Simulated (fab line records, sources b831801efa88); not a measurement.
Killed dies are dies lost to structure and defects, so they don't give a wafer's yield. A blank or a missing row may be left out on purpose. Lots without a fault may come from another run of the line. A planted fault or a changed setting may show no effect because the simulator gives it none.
fab line records | flow gf180mcu
record lots=5 wafers=15 last_day=33
route steps=602 shown M3@420 V3@429
lots that met no fault: from a run of the same line without faults
start_h: hours from the record's first day to the start of the lot's first wafer shown | wait_h: hours since the lot's step before | " the same as in the row above | L1.1+2: a row that stands for several wafers | - no value, or no start given | * or withheld: withheld | < > ~ a bound
route shown NAME@n: a module of which the file shows steps, and the number in the route of the first | usual: mean/standard deviation of fault-free wafers | same: alike in all rows | chamber/n: place in a boat | sites: the reading at each site | _std_site: their standard deviation | _edge_site: outer sites' mean less inner sites' | radius_mm: how far each site lies from the wafer's centre | mask NAME#n: copy n | behind: the tool/chamber that last shaped the wafer | hold: why the lot was held/for how many hours/how that ended | device: the transistor (n, p or np) that didn't switch | end of line: the same wafers' tests at the end of the route | a step without rows: its recipe alone | killed: dies lost to structure and defects at the first sort, not the wafer's yield | map: a wafer's dies, x killed, . not, _ none there
set.NAME: the setting as run; set.NAME@STEP: as run at that earlier step | model.NAME: the simulator's own value behind a step, which no gauge read
lots at some steps of the route; a table a step, a row a wafer
services: from which hour (start_h, from the record's first day; less than 0 if before it) a tool's chamber was out of use, for how many hours, and why
## steps
# step GF_M3_EXPOSE_11
# recipe mask_id=Metal3 target_cd_nm=280 na=0.68 source_shape=conventional sigma_outer=0.6 dose_mj=28
# usual focus_offset_nm=0.0/0.49 stage_vel_mm_s=499.99/0.26
# columns lot.wafer tool chamber start_h wait_h mask focus_offset_nm stage_vel_mm_s
L077.2 krf_scanner-02 0 - - Metal3#0 -0.6 500.52
L077.4 " 0 " " Metal3#0 -0.3 500.31
L077.5 " 0 " " Metal3#0 -0.7 500.40
L079.2 krf_scanner-02 0 - - Metal3#0 -0.4 499.81
L079.3 " 0 " " Metal3#0 0.6 499.41
L079.6 " 0 " " Metal3#0 -0.1 499.95
L085.4 krf_scanner-02 0 - - Metal3#0 -0.3 499.82
L085.5 " 0 " " Metal3#0 -1.4 500.17
L085.6 " 0 " " Metal3#0 -0.2 500.01
L088.3 krf_scanner-01 0 - - Metal3#0 -0.1 499.93
L088.4 " 0 " " Metal3#0 -0.1 499.60
L088.6 " 0 " " Metal3#0 -0.9 499.65
L093.2 krf_scanner-01 0 - - Metal3#0 0.5 500.26
L093.5 " 0 " " Metal3#0 0.3 500.27
L093.6 " 0 " " Metal3#0 0.3 500.56
# step GF_M3_PEB_12
# recipe peb_temp_c=135 peb_time_s=90 resist=KrF
# columns lot.wafer tool chamber start_h wait_h
L077.2+4+5 litho_track-01 0 - -
L079.2+3+6 litho_track-01 0 - -
L085.4+5+6 litho_track-01 0 - -
L088.3+4+6 litho_track-04 0 - -
L093.2+5+6 litho_track-01 0 - -
# step GF_M3_DEVELOP_13
# recipe develop_time_s=60 dev_temp_c=21
# columns lot.wafer tool chamber start_h wait_h
L077.2+4+5 litho_track-01 0 514.77 0.2
L079.2+3+6 litho_track-01 0 526.77 0.2
L085.4+5+6 litho_track-01 0 577.27 0.1
L088.3+4+6 litho_track-04 0 601.58 0.1
L093.2+5+6 litho_track-01 0 637.47 0.2
# step GF_M3_CD_MEAS_14
# recipe target_cd_nm=280
# usual cd_nm=279.8/1.4
# columns lot.wafer tool chamber start_h wait_h cd_nm
L077.2 cd_sem-02 - 514.92 0.1 276.9
L077.4 " - " " 277.8
L077.5 " - " " 276.3
L079.2 cd_sem-01 - 526.92 0.1 278.7
L079.3 " - " " 277.7
L079.6 " - " " 278.3
L085.4 cd_sem-02 - 577.45 0.2 281.6
L085.5 " - " " 280.9
L085.6 " - " " 281.2
L088.3 cd_sem-01 - 601.72 0.1 280.2
L088.4 " - " " 280.5
L088.6 " - " " 281.0
L093.2 cd_sem-02 - 637.61 0.1 280.6
L093.5 " - " " 281.0
L093.6 " - " " 280.2
# step GF_M3_OVL_MEAS_15
# usual M3_OVL=-1/5.2
# columns lot.wafer tool chamber start_h wait_h M3_OVL[nm]
L077.2 overlay-01 - 515.02 0.1 4
L077.4 " - " " 0
L077.5 " - " " -1
L079.2 overlay-02 - 527.02 0.1 4
L079.3 " - " " -2
L079.6 " - " " 0
L085.4 overlay-02 - 577.53 0.1 -5
L085.5 " - " " -2
L085.6 " - " " -9
L088.3 overlay-01 - 601.81 0.1 13
L088.4 " - " " -1
L088.6 " - " " -1
L093.2 overlay-02 - 637.72 0.1 -8
L093.5 " - " " -2
L093.6 " - " " -7
# step GF_M3_METAL_ETCH_16
# recipe chemistry=Cl2/BCl3 mask_material=KrF target_depth_nm=750.8 stop_on=SiO2 pressure_mtorr=8 icp_w=800 bias_w=140 Cl2_flow_sccm=80 bcl3_flow_sccm=40 time_s=125.1
# usual drypump_motor_current_A=5.7/0.41 oes_product_au=0.987/0.0092 throttle_valve_pct=28.232/0.012
# columns lot.wafer tool chamber start_h wait_h drypump_motor_current_A oes_product_au rf_hours_counter_h throttle_valve_pct
L077.2 rie_metal-03 1 515.05 0.0 6.0 0.987 9 28.232
L077.4 " 0 " " 5.9 1.000 - 28.220
L077.5 " 0 " " 6.0 1.001 - 28.226
L079.2 rie_metal-02 0 527.09 0.1 5.6 0.979 - 28.227
L079.3 " 0 " " 5.6 0.993 - 28.228
L079.6 " 0 " " 5.6 0.978 - 28.238
L085.4 rie_metal-04 1 577.59 0.1 5.7 1.001 - 28.231
L085.5 " 1 " " 5.7 0.996 - 28.229
L085.6 " 0 " " 5.0 0.973 - 28.239
L088.3 rie_metal-02 1 601.88 0.1 6.2 1.002 - 28.226
L088.4 " 0 " " 5.6 0.985 - 28.228
L088.6 " 0 " " 5.6 0.984 - 28.234
L093.2 rie_metal-02 0 637.75 0.0 5.6 0.996 0 28.236
L093.5 " 0 " " 5.6 0.984 - 28.219
L093.6 " 1 " " 6.2 0.990 - 28.224
# step GF_M3_STRIP_17
# recipe chemistry=O2/N2 power_w=1400 pressure_mtorr=1500 platen_temp_c=250 o2_flow_sccm=3000 n2_flow_sccm=300 overash_fraction=0.5
# usual drypump_motor_current_A=5.7/0.53 heater_power_w=323/24 o2_flow_sccm=2999/9.5 oes_product_au=0.539/0.0054 platen_temp_c=250.01/0.19 strip_time_to_endpoint_s=7.43/0.073
# columns lot.wafer tool chamber start_h wait_h drypump_motor_current_A heater_power_w o2_flow_sccm oes_product_au platen_temp_c rf_hours_counter_h strip_time_to_endpoint_s
L077.2 plasma_asher-01 0 515.18 0.1 5.6 367 3008 0.541 250.46 73 7.44
L077.4 " 0 " " 5.6 375 2995 0.533 250.19 - 7.26
L077.5 " 1 " " 5.0 306 3012 0.534 249.94 - 7.22
L079.2 plasma_asher-01 1 527.31 0.2 5.0 308 3023 0.536 250.25 74 7.45
L079.3 " 1 " " 5.0 299 3004 0.542 250.24 - 7.42
L079.6 " 1 " " 5.0 308 3007 0.537 250.17 - 7.47
L085.4 plasma_asher-01 0 577.71 0.1 5.6 366 2998 0.533 250.26 - 7.35
L085.5 " 0 " " 5.6 368 3008 0.544 250.11 - 7.37
L085.6 " 1 " " 5.0 299 3004 0.542 250.01 - 7.48
L088.3 plasma_asher-01 0 602.00 0.1 5.6 375 3002 0.540 249.90 - 7.39
L088.4 " 1 " " 5.0 309 3007 0.541 250.03 - 7.49
L088.6 " 0 " " 5.6 362 2999 0.541 250.10 - 7.46
L093.2 plasma_asher-04 0 637.88 0.1 5.8 315 2998 0.540 250.09 22 7.41
L093.5 " 1 " " 6.0 340 2985 0.535 250.18 - 7.42
L093.6 " 0 " " 5.8 312 2999 0.537 250.19 - 7.33
# step GF_M3_STRIP_18
# recipe chemistry=post_etch_residue_remover time_s=1200 temp_c=72.5
# usual temp_c=72.53/0.13
# columns lot.wafer tool chamber start_h wait_h temp_c
L077.2 wet_bench-01 2 515.28 0.1 72.32
L077.4 " 2 " " 72.49
L077.5 " 2 " " 72.35
L079.2 wet_bench-01 0 527.41 0.1 72.68
L079.3 " 0 " " 72.68
L079.6 " 0 " " 72.50
L085.4 wet_bench-03 1 577.78 0.0 72.72
L085.5 " 1 " " 72.53
L085.6 " 1 " " 72.62
L088.3 wet_bench-03 1 602.07 0.0 72.49
L088.4 " 1 " " 72.48
L088.6 " 1 " " 72.51
L093.2 wet_bench-02 0 637.98 0.1 72.75
L093.5 " 0 " " 72.83
L093.6 " 0 " " 72.67
# step GF_M3_CLEAN_19
# recipe chemistry=DIW dry=n2_spin
# columns lot.wafer tool chamber start_h wait_h
L077.2+4+5 wet_bench-02 3 515.65 0.0
L079.2+3+6 wet_bench-02 3 527.78 0.0
L085.4+5+6 wet_bench-02 3 578.46 0.0
L088.3+4+6 wet_bench-02 0 602.41 0.0
L093.2+5+6 wet_bench-01 3 638.66 0.0
# step GF_V3_CVD_00
# recipe material=SiO2 target_thk_nm=600 sigma_open_frac=0.3 temp_c=400 time_s=100 sih4_flow_sccm=60 pressure_mtorr=6
# usual susceptor_temp_C=399.99/0.22
# columns lot.wafer tool chamber start_h wait_h susceptor_temp_C
L077.2 hdpcvd-01 0 515.75 0.0 400.10
L077.4 " 1 " " 399.71
L077.5 " 2 " " 400.08
L079.2 hdpcvd-02 1 527.88 0.0 399.99
L079.3 " 0 " " 400.18
L079.6 " 0 " " 400.24
L085.4 hdpcvd-02 1 578.59 0.0 399.95
L085.5 " 2 " " 400.13
L085.6 " 0 " " 399.75
L088.3 hdpcvd-01 2 602.51 0.0 400.29
L088.4 " 1 " " 400.10
L088.6 " 0 " " 399.65
L093.2 hdpcvd-01 2 638.76 0.0 399.88
L093.5 " 1 " " 400.04
L093.6 " 2 " " 399.91
# step GF_V3_THK_MEAS_01
# recipe reads=SiO2_of_V3_CVD_00
# usual V3_CVD_00_THK=598/6.3
# columns lot.wafer tool chamber start_h wait_h V3_CVD_00_THK[nm]
L077.2 film_metro-03 - 515.83 0.0 595
L077.4 " - " " 598
L077.5 " - " " 593
L079.2 film_metro-01 - 527.96 0.0 595
L079.3 " - " " 598
L079.6 " - " " 597
L085.4 film_metro-03 - 578.65 0.0 598
L085.5 " - " " 597
L085.6 " - " " 598
L088.3 film_metro-04 - 602.60 0.1 601
L088.4 " - " " 607
L088.6 " - " " 604
L093.2 film_metro-01 - 638.85 0.0 599
L093.5 " - " " 602
L093.6 " - " " 602
# step GF_V3_CVD_02
# recipe material=SiO2 target_thk_nm=850 precursor=TEOS temp_c=400 time_s=94.851 rf_w=600
# usual heater_power_w=612/85 susceptor_temp_C=400.01/0.23
# columns lot.wafer tool chamber start_h wait_h heater_power_w since_wet_clean_h susceptor_temp_C
L077.2 pecvd-02 0 515.88 0.0 670 341 400.08
L077.4 " 0 " " 695 - 399.88
L077.5 " 1 " " 542 - 399.69
L079.2 pecvd-03 1 528.01 0.0 554 562 400.54
L079.3 " 0 " " 665 562 399.75
L079.6 " 1 " " 575 - 400.37
L085.4 pecvd-03 1 578.72 0.1 606 - 400.00
L085.5 " 2 " " 584 - 400.07
L085.6 " 0 " " 575 - 400.07
L088.3 pecvd-02 0 602.64 0.0 609 428 399.98
L088.4 " 2 " " 668 - 399.94
L088.6 " 1 " " 640 - 399.73
L093.2 pecvd-03 1 638.90 0.0 581 673 400.07
L093.5 " 2 " " 585 - 400.34
L093.6 " 1 " " 603 - 399.84
# step GF_V3_THK_MEAS_03
# recipe reads=SiO2_of_V3_CVD_02
# usual V3_CVD_02_THK=846/12
# columns lot.wafer tool chamber start_h wait_h V3_CVD_02_THK[nm]
L077.2 film_metro-04 - 515.96 0.0 828
L077.4 " - " " 831
L077.5 " - " " 855
L079.2 film_metro-03 - 528.09 0.0 845
L079.3 " - " " 847
L079.6 " - " " 861
L085.4 film_metro-01 - 578.78 0.0 855
L085.5 " - " " 867
L085.6 " - " " 847
L088.3 film_metro-01 - 602.73 0.1 824
L088.4 " - " " 849
L088.6 " - " " 853
L093.2 film_metro-01 - 638.97 0.0 849
L093.5 " - " " 855
L093.6 " - " " 857
# step GF_V3_CMP_04
# recipe material=SiO2 down_force_psi=4 platen_rpm=60 pad_velocity_m_s=0.94248
# usual head_pressure_psi=3.998/0.0098 motor_current_A=11.7/0.76 time_to_endpoint_s=80/7.3
# columns lot.wafer tool chamber start_h wait_h head_pressure_psi motor_current_A time_to_endpoint_s
L077.2 cmp-01 1 516.01 0.0 3.999 12.8 71
L077.4 " 2 " " 4.015 10.9 65
L077.5 " 2 " " 4.008 10.9 75
L079.2 cmp-02 1 528.24 0.1 3.993 11.4 80
L079.3 " 2 " " 4.012 10.9 86
L079.6 " 0 " " 3.994 12.8 83
L085.4 cmp-02 0 578.91 0.1 4.003 12.2 84
L085.6 " 2 " " 4.001 11.0 86
L085.5 " 3 " " 3.983 10.6 91
L088.4 cmp-01 0 602.82 0.1 4.018 12.0 81
L088.3 " 2 " " 4.009 10.4 60
L088.6 " 0 " " 4.013 12.4 79
L093.2 cmp-02 3 639.02 0.0 4.004 11.6 83
L093.5 " 3 " " 4.004 11.7 87
L093.6 " 0 " " 4.000 11.9 84
# step GF_V3_BOW_MEAS_05
# recipe mode=bow
# usual V3_BOW=117/8.8
# columns lot.wafer tool chamber start_h wait_h V3_BOW[um]
L077.2 film_metro-01 - 516.33 0.3 126
L077.4 " - " " 126
L077.5 " - " " 120
L079.2 film_metro-04 - 528.46 0.2 110
L079.3 " - " " 102
L079.6 " - " " 97
L085.4 film_metro-01 - 579.17 0.2 118
L085.5 " - " " 104
L085.6 " - " " 104
L088.3 film_metro-04 - 603.11 0.1 128
L088.4 " - " " 123
L088.6 " - " " 109
L093.2 film_metro-01 - 639.34 0.3 125
L093.5 " - " " 137
L093.6 " - " " 127
# step GF_V3_DEHYDRATE_06
# recipe temp_c=200 time_s=60
# columns lot.wafer tool chamber start_h wait_h
L077.2+4+5 litho_track-04 0 526.91 10.6
L079.2+3+6 litho_track-02 0 539.28 10.8
L085.4+5+6 litho_track-02 0 589.23 10.0
L088.3+4+6 litho_track-02 0 613.10 10.0
L093.2+5+6 litho_track-02 0 648.98 9.6
# step GF_V3_HMDS_07
# recipe prime_time_s=60 prime_temp_c=120
# columns lot.wafer tool chamber start_h wait_h
L077.2+4+5 litho_track-04 0 527.06 0.1
L079.2+3+6 litho_track-02 0 539.43 0.1
L085.4+5+6 litho_track-02 0 589.38 0.1
L088.3+4+6 litho_track-02 0 613.25 0.1
L093.2+5+6 litho_track-02 0 649.13 0.1
# step GF_V3_COAT_08
# recipe resist=BARC temp_c=withheld time_s=withheld spin_rpm=withheld resist_thk_nm=withheld
# columns lot.wafer tool chamber start_h wait_h
L077.2+4+5 litho_track-04 0 527.21 0.1
L079.2+3+6 litho_track-02 0 539.58 0.1
L085.4+5+6 litho_track-02 0 589.53 0.1
L088.3+4+6 litho_track-02 0 613.40 0.1
L093.2+5+6 litho_track-02 0 649.28 0.1
# step GF_V3_COAT_09
# recipe resist=KrF spin_rpm=withheld resist_thk_nm=1000
# columns lot.wafer tool chamber start_h wait_h
L077.2+4+5 litho_track-04 0 - -
L079.2+3+6 litho_track-02 0 - -
L085.4+5+6 litho_track-02 0 - -
L088.3+4+6 litho_track-02 0 - -
L093.2+5+6 litho_track-02 0 - -
# step GF_V3_SOFTBAKE_10
# recipe temp_c=130 time_s=60 resist=KrF
# columns lot.wafer tool chamber start_h wait_h
L077.2+4+5 litho_track-04 0 - -
L079.2+3+6 litho_track-02 0 - -
L085.4+5+6 litho_track-02 0 - -
L088.3+4+6 litho_track-02 0 - -
L093.2+5+6 litho_track-02 0 - -
# step GF_V3_EXPOSE_11
# recipe mask_id=Via3 target_cd_nm=260 na=0.68 source_shape=conventional sigma_outer=0.6 dose_mj=38
# usual focus_offset_nm=0.1/0.48 stage_vel_mm_s=500.03/0.24
# columns lot.wafer tool chamber start_h wait_h mask focus_offset_nm stage_vel_mm_s
L077.2 krf_scanner-02 0 - - Via3#0 -0.2 500.22
L077.4 " 0 " " Via3#0 0.0 499.90
L077.5 " 0 " " Via3#0 0.0 500.20
L079.2 krf_scanner-01 0 - - Via3#0 -0.3 499.51
L079.3 " 0 " " Via3#0 -0.9 500.07
L079.6 " 0 " " Via3#0 0.1 500.05
L085.4 krf_scanner-01 0 - - Via3#0 0.4 499.98
L085.5 " 0 " " Via3#0 0.8 499.52
L085.6 " 0 " " Via3#0 0.1 499.78
L088.3 krf_scanner-01 0 - - Via3#0 0.0 499.83
L088.4 " 0 " " Via3#0 0.1 500.37
L088.6 " 0 " " Via3#0 -0.7 499.61
L093.2 krf_scanner-01 0 - - Via3#0 0.6 500.04
L093.5 " 0 " " Via3#0 0.3 499.99
L093.6 " 0 " " Via3#0 1.0 500.54
# step GF_V3_PEB_12
# recipe peb_temp_c=135 peb_time_s=90 resist=KrF
# columns lot.wafer tool chamber start_h wait_h
L077.2+4+5 litho_track-03 0 - -
L079.2+3+6 litho_track-04 0 - -
L085.4+5+6 litho_track-02 0 - -
L088.3+4+6 litho_track-02 0 - -
L093.2+5+6 litho_track-03 0 - -
# step GF_V3_DEVELOP_13
# recipe develop_time_s=60 resist=KrF dev_temp_c=21
# columns lot.wafer tool chamber start_h wait_h
L077.2+4+5 litho_track-03 0 538.55 0.2
L079.2+3+6 litho_track-04 0 550.76 0.2
L085.4+5+6 litho_track-02 0 600.43 0.1
L088.3+4+6 litho_track-02 0 623.90 0.1
L093.2+5+6 litho_track-03 0 659.00 0.2
# step GF_V3_CD_MEAS_14
# recipe target_cd_nm=260
# usual cd_nm=260.2/1.2
# columns lot.wafer tool chamber start_h wait_h cd_nm
L077.2 cd_sem-02 - 538.69 0.1 257.3
L077.4 " - " " 257.5
L077.5 " - " " 257.7
L079.2 cd_sem-01 - 550.90 0.1 260.8
L079.3 " - " " 262.2
L079.6 " - " " 262.2
L085.4 cd_sem-01 - 600.56 0.1 262.1
L085.5 " - " " 259.4
L085.6 " - " " 259.4
L088.3 cd_sem-02 - 624.04 0.1 258.8
L088.4 " - " " 259.1
L088.6 " - " " 258.9
L093.2 cd_sem-01 - 659.14 0.1 261.0
L093.5 " - " " 260.4
L093.6 " - " " 260.3
# step GF_V3_OVL_MEAS_15
# usual V3_OVL=-3/6.2
# columns lot.wafer tool chamber start_h wait_h V3_OVL[nm]
L077.2 overlay-02 - 538.80 0.1 -2
L077.4 " - " " -1
L077.5 " - " " -3
L079.2 overlay-02 - 551.01 0.1 -8
L079.3 " - " " 0
L079.6 " - " " -7
L085.4 overlay-01 - 600.64 0.1 2
L085.5 " - " " -6
L085.6 " - " " 0
L088.3 overlay-02 - 624.14 0.1 -4
L088.4 " - " " 0
L088.6 " - " " 1
L093.2 overlay-01 - 659.25 0.1 5
L093.5 " - " " 7
L093.6 " - " " 1
# step GF_V3_ETCH_16
# recipe chemistry=N2/H2 target_depth_a=withheld overetch_a=withheld time_s=withheld target=BARC ion_energy_ev=200 source_w=500 bias_w=100 pressure_mtorr=30 n2_flow_sccm=100 h2_flow_sccm=200
# usual drypump_motor_current_A=5.2/0.51 oes_product_au=0.855/0.0052 throttle_valve_pct=13.226/0.0094
# columns lot.wafer tool chamber start_h wait_h drypump_motor_current_A oes_product_au throttle_valve_pct
L077.2 rie_diel-01 3 538.83 0.0 5.7 0.860 13.225
L077.4 " 0 " " 6.2 0.861 13.245
L077.5 " 1 " " 5.2 0.857 13.220
L079.2 rie_diel-04 0 551.04 0.0 6.0 0.850 13.217
L079.3 " 2 " " 4.7 0.851 13.233
L079.6 " 1 " " 5.3 0.861 13.229
L085.4 rie_diel-01 1 600.68 0.0 5.2 0.852 13.210
L085.5 " 2 " " 5.5 0.851 13.226
L085.6 " 0 " " 6.1 0.859 13.225
L088.3 rie_diel-04 1 624.16 0.0 5.3 0.853 13.247
L088.4 " 0 " " 6.1 0.851 13.214
L088.6 " 3 " " 4.7 0.856 13.221
L093.2 rie_diel-04 3 659.28 0.0 4.7 0.855 13.223
L093.5 " 2 " " 4.7 0.846 13.241
L093.6 " 3 " " 4.6 0.860 13.216
# step GF_V3_ETCH_17
# recipe chemistry=C4F8/O2/Ar mask_material=KrF target=SiO2 stop_on=TiN source_w=1500 bias_w=1200 pressure_mtorr=40 c4f8_flow_sccm=withheld O2_flow_sccm=6 Ar_flow_sccm=300 time_s=withheld target_depth_a=6350
# usual oes_product_au=0.856/0.0047
# columns lot.wafer tool chamber start_h wait_h oes_product_au
L077.2 rie_diel-01 3 - - 0.853
L077.4 " 0 " " 0.855
L077.5 " 1 " " 0.858
L079.2 rie_diel-04 0 - - 0.859
L079.3 " 2 " " 0.858
L079.6 " 1 " " 0.852
L085.4 rie_diel-01 1 - - 0.855
L085.5 " 2 " " 0.859
L085.6 " 0 " " 0.862
L088.3 rie_diel-04 1 - - 0.853
L088.4 " 0 " " 0.851
L088.6 " 3 " " 0.854
L093.2 rie_diel-04 3 - - 0.864
L093.5 " 2 " " 0.860
L093.6 " 3 " " 0.860
# step GF_V3_STRIP_18
# recipe chemistry=O2/N2 power_w=1400 pressure_mtorr=1500 platen_temp_c=250 o2_flow_sccm=3000 n2_flow_sccm=300 overash_fraction=0.5
# usual drypump_motor_current_A=5.6/0.37 heater_power_w=327/25 o2_flow_sccm=3000/8.6 oes_product_au=0.592/0.0048 platen_temp_c=250.00/0.18
# columns lot.wafer tool chamber start_h wait_h drypump_motor_current_A heater_power_w o2_flow_sccm oes_product_au platen_temp_c rf_hours_counter_h
L077.2 plasma_asher-01 0 538.96 - 5.6 371 2996 0.598 249.87 75
L077.4 " 1 " " 5.0 297 2990 0.599 250.30 -
L077.5 " 0 " " 5.6 369 2999 0.589 249.82 -
L079.2 plasma_asher-03 0 551.17 - 5.8 348 2996 0.593 250.22 88
L079.3 " 0 " " 5.8 351 3008 0.597 249.96 -
L079.6 " 1 " " 5.0 291 2992 0.596 250.07 -
L085.4 plasma_asher-03 0 600.82 - 5.8 349 3002 0.594 249.93 -
L085.5 " 1 " " 5.1 291 2996 0.592 250.02 -
L085.6 " 0 " " 5.8 341 3000 0.588 249.98 -
L088.3 plasma_asher-04 0 624.32 - 5.8 308 2992 0.590 249.89 -
L088.4 " 1 " " 6.0 341 3005 0.595 250.15 -
L088.6 " 1 " " 6.0 339 2999 0.599 250.02 -
L093.2 plasma_asher-01 0 659.41 - 5.6 367 2989 0.587 249.95 89
L093.5 " 1 " " 5.0 300 2995 0.590 249.80 -
L093.6 " 0 " " 5.6 373 2996 0.590 250.05 -
# step GF_V3_STRIP_19
# recipe chemistry=post_etch_residue_remover time_s=1200 temp_c=72.5
# usual temp_c=72.47/0.11
# columns lot.wafer tool chamber start_h wait_h temp_c
L077.2 wet_bench-04 3 539.06 0.1 72.59
L077.4 " 3 " " 72.60
L077.5 " 3 " " 72.50
L079.2 wet_bench-01 0 551.27 0.1 72.45
L079.3 " 0 " " 72.59
L079.6 " 0 " " 72.39
L085.4 wet_bench-01 1 600.89 0.0 72.44
L085.5 " 1 " " 72.38
L085.6 " 1 " " 72.40
L088.3 wet_bench-04 2 624.39 0.0 72.36
L088.4 " 2 " " 72.51
L088.6 " 2 " " 72.37
L093.2 wet_bench-02 1 659.51 0.1 72.62
L093.5 " 1 " " 72.55
L093.6 " 1 " " 72.49
# step GF_V3_CLEAN_20
# recipe chemistry=DIW dry=n2_spin
# columns lot.wafer tool chamber start_h wait_h
L077.2+4+5 wet_bench-02 0 539.40 0.0
L079.2+3+6 wet_bench-02 1 551.61 0.0
L085.4+5+6 wet_bench-02 3 601.23 0.0
L088.3+4+6 wet_bench-01 1 625.07 0.0
L093.2+5+6 wet_bench-01 3 659.85 0.0
# step GF_V3_SPUTTER_21
# recipe material=Ti target_thk_nm=15 chamber_pressure_pa=5 power_w=2500 substrate_temp_c=200 time_s=80.02
# usual throttle_valve_pct=29.8/1
# columns lot.wafer tool chamber start_h wait_h throttle_valve_pct
L077.2 pvd_sputter-01 - 539.49 0.0 29.6
L077.4 " - " " 28.5
L077.5 " - " " 28.8
L079.2 pvd_sputter-01 - 551.71 0.0 28.7
L079.3 " - " " 29.6
L079.6 " - " " 28.6
L085.4 pvd_sputter-01 - 601.33 0.0 28.6
L085.5 " - " " 31.2
L085.6 " - " " 29.9
L088.3 pvd_sputter-03 - 625.17 0.0 28.7
L088.4 " - " " 30.6
L088.6 " - " " 28.8
L093.2 pvd_sputter-01 - 659.95 0.0 31.0
L093.5 " - " " 29.7
L093.6 " - " " 28.7
# step GF_V3_SPUTTER_22
# recipe material=TiN target_thk_nm=10 chamber_pressure_pa=5 power_w=4000 time_s=40
# usual throttle_valve_pct=29.8/1
# columns lot.wafer tool chamber start_h wait_h throttle_valve_pct
L077.2 pvd_sputter-01 - 539.55 0.0 29.5
L077.4 " - " " 28.4
L077.5 " - " " 28.8
L079.2 pvd_sputter-01 - 551.77 0.0 28.6
L079.3 " - " " 29.5
L079.6 " - " " 28.5
L085.4 pvd_sputter-01 - 601.39 0.0 28.6
L085.5 " - " " 31.0
L085.6 " - " " 30.2
L088.3 pvd_sputter-03 - 625.23 0.0 28.9
L088.4 " - " " 30.8
L088.6 " - " " 28.6
L093.2 pvd_sputter-01 - 660.01 0.0 30.9
L093.5 " - " " 29.8
L093.6 " - " " 28.9
# step GF_V3_CVD_23
# recipe material=W target_thk_nm=350 time_s=104.9 temp_c=400 pressure_torr=40
# usual heater_power_w=835/77 susceptor_temp_C=400.05/0.24
# columns lot.wafer tool chamber start_h wait_h heater_power_w since_wet_clean_h susceptor_temp_C
L077.2 cvd_w-02 0 539.59 0.0 752 136 399.77
L077.4 " 1 " " 755 - 400.36
L077.5 " 0 " " 738 - 399.71
L079.2 cvd_w-01 0 551.81 0.0 938 648 400.40
L079.3 " 1 " " 773 - 400.39
L079.6 " 1 " " 795 - 400.34
L085.4 cvd_w-01 1 601.47 0.1 803 - 399.84
L085.5 " 1 " " 796 - 400.02
L085.6 " 0 " " 913 - 400.55
L088.3 cvd_w-01 1 625.31 0.1 765 - 399.87
L088.4 " 0 " " 937 - 399.91
L088.6 " 1 " " 766 - 400.12
L093.2 cvd_w-01 0 660.05 0.0 931 756 400.43
L093.5 " 0 " " 926 - 400.01
L093.6 " 1 " " 789 - 399.86
# step GF_V3_RS_MEAS_24
# recipe thk_meas_gauge=four-point-probe reads=W_of_V3_CVD_23+TiN_of_V3_SPUTTER_22+Ti_of_V3_SPUTTER_21
# usual V3_W_RS=0.329/0.0049
# columns lot.wafer tool chamber start_h wait_h V3_W_RS[ohm/sq]
L077.2 film_metro-01 - 539.72 0.1 0.334
L077.4 " - " " 0.332
L077.5 " - " " 0.332
L079.2 film_metro-03 - 551.94 0.1 0.322
L079.3 " - " " 0.330
L079.6 " - " " 0.331
L085.4 film_metro-01 - 601.60 0.1 0.332
L085.5 " - " " 0.329
L085.6 " - " " 0.323
L088.3 film_metro-01 - 625.42 0.1 0.332
L088.4 " - " " 0.327
L088.6 " - " " 0.333
L093.2 film_metro-01 - 660.18 0.1 0.326
L093.5 " - " " 0.323
L093.6 " - " " 0.331
# step GF_V3_THK_MEAS_25
# recipe thk_meas_gauge=xrf reads=W_of_V3_CVD_23
# usual V3_W_THK=346/6
# columns lot.wafer tool chamber start_h wait_h V3_W_THK[nm]
L077.2 film_metro-01 - 539.83 0.1 344
L077.4 " - " " 348
L077.5 " - " " 347
L079.2 film_metro-03 - 552.05 0.1 348
L079.3 " - " " 340
L079.6 " - " " 340
L085.4 film_metro-01 - 601.69 0.1 344
L085.5 " - " " 351
L085.6 " - " " 356
L088.3 film_metro-01 - 625.52 0.1 349
L088.4 " - " " 353
L088.6 " - " " 346
L093.2 film_metro-01 - 660.29 0.1 343
L093.5 " - " " 350
L093.6 " - " " 343
# step GF_V3_CMP_26
# recipe stop_on=SiO2 down_force_psi=3.5 platen_rpm=60 t_overpolish_s=15 target_thk_nm=0 pad_velocity_m_s=0.94248
# usual head_pressure_psi=3.500/0.008 motor_current_A=10.7/0.66 overpolish_run_s=15.001/0.0083 time_to_endpoint_s=83/5.3
# same t_overpolish_s=15
# columns lot.wafer tool chamber start_h wait_h head_pressure_psi motor_current_A overpolish_run_s time_to_endpoint_s
L077.4 cmp-02 1 539.98 0.1 3.513 10.8 14.988 84
L077.2 " 2 " " 3.506 9.6 15.007 90
L077.5 " 0 " " 3.504 11.9 14.995 86
L079.2 cmp-01 1 552.15 0.1 3.508 11.2 15.003 79
L079.3 " 3 " " 3.496 10.7 14.994 79
L079.6 " 0 " " 3.516 11.3 15.023 80
L085.4 cmp-01 0 601.82 0.1 3.496 11.2 15.005 80
L085.5 " 2 " " 3.516 10.2 15.006 74
L085.6 " 3 " " 3.508 10.7 14.997 84
L088.3 cmp-01 2 625.63 0.1 3.497 9.7 14.999 74
L088.4 " 0 " " 3.506 10.9 14.999 83
L088.6 " 2 " " 3.498 10.2 14.997 74
L093.2 cmp-01 0 660.49 0.2 3.502 11.1 15.010 84
L093.6 " 1 " " 3.510 11.3 14.998 81
L093.5 " 2 " " 3.505 10.2 14.996 77
## services
# columns tool chamber start_h hours kind
krf_scanner-02 - 489.54 1.3 pm
cmp-02 - 490.37 0.4 repair
rie_diel-04 3 497.06 9.8 repair
krf_scanner-01 - 504.77 1.4 repair
cmp-02 - 511.99 0.8 repair
cmp-02 - 515.82 0.3 repair
cmp-01 - 523.26 3.9 repair
pvd_sputter-01 - 530.51 1.1 repair
rie_diel-04 - 543.17 2.8 pm
krf_scanner-01 - 547.59 1.0 pm
plasma_asher-01 - 548.18 0.7 repair
rie_diel-01 - 564.48 2.8 pm
cmp-01 - 572.27 4.0 pm
cvd_w-01 0 592.85 2.8 repair
cmp-01 - 595.47 1.3 repair
cvd_w-01 - 596.88 1.1 repair
cmp-02 - 600.53 1.2 repair
rie_diel-01 3 600.57 8.4 repair
rie_diel-01 1 603.14 5.0 repair
krf_scanner-02 - 615.12 0.8 pm
wet_bench-01 - 616.89 2.2 repair
krf_scanner-01 - 638.71 0.8 pm
wet_bench-01 - 647.76 1.9 repair
krf_scanner-01 - 651.05 1.3 pm
## key
fault none
